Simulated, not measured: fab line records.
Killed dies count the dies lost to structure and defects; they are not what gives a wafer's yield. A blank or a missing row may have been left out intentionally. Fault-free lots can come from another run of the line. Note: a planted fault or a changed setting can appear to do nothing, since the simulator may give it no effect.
Chamber matching + flow sky130 + 4 sister chambers for SKY_FIELD_ISO_CMP_27 on cmp-01
The step polishes, stops on Si3N4, t overpolish 16 s, target thk 457.8 nm. 4 wafers are shown with their chamber, then 8 later ones without.

## EACH WAFER AND ITS CHAMBER
| wafer  | chamber | motor current A (A) |
|--------|---------|---------------------|
| L822.2 | 0       | 12.4                |
| L824.1 | 1       | 12.9                |
| L824.6 | 2       | 11.7                |
| L826.1 | 3       | 13.3                |

## WAFERS WITHOUT THEIR CHAMBER
| wafer  | motor current A (A) |
|--------|---------------------|
| L826.2 | 12.2                |
| L826.5 | 12.3                |
| L832.1 | 12.4                |
| L832.2 | 11.6                |
| L832.6 | 12.0                |
| L836.1 | 12.1                |
| L836.3 | 12.0                |
| L836.4 | 11.8                |

## THE CHAMBER EACH PASSED THROUGH
| wafer  | from the rows above     | in truth                   |
|--------|-------------------------|----------------------------|
| L826.2 | can't be placed: 0 or 2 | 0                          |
| L826.5 | 0                       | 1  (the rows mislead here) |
| L832.1 | 0                       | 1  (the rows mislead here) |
| L832.2 | 2                       | 2                          |
| L832.6 | can't be placed: 2 or 0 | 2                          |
| L836.1 | can't be placed: 0 or 2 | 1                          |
| L836.3 | can't be placed: 2 or 0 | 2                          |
| L836.4 | 2                       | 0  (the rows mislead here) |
Placed correctly: 1 of 8. Not placeable from these rows: 4 (in 3, the candidates include the true chamber). Placed wrongly: 3.
How it was worked out, from the rows above alone: a wafer's distance from a chamber is the root of the sum, over the readings, of the square of ((its reading less the chamber's mean) divided by the reading's scatter). If the next closest chamber is less than 2 further off than the closest, the wafer can't be placed; otherwise it belongs to the closest. Each chamber's mean is taken over the wafers shown for it. The scatter (one wafer shown for each chamber): square how far every hidden wafer sits from the nearest shown wafer, average those squares and take the square root.
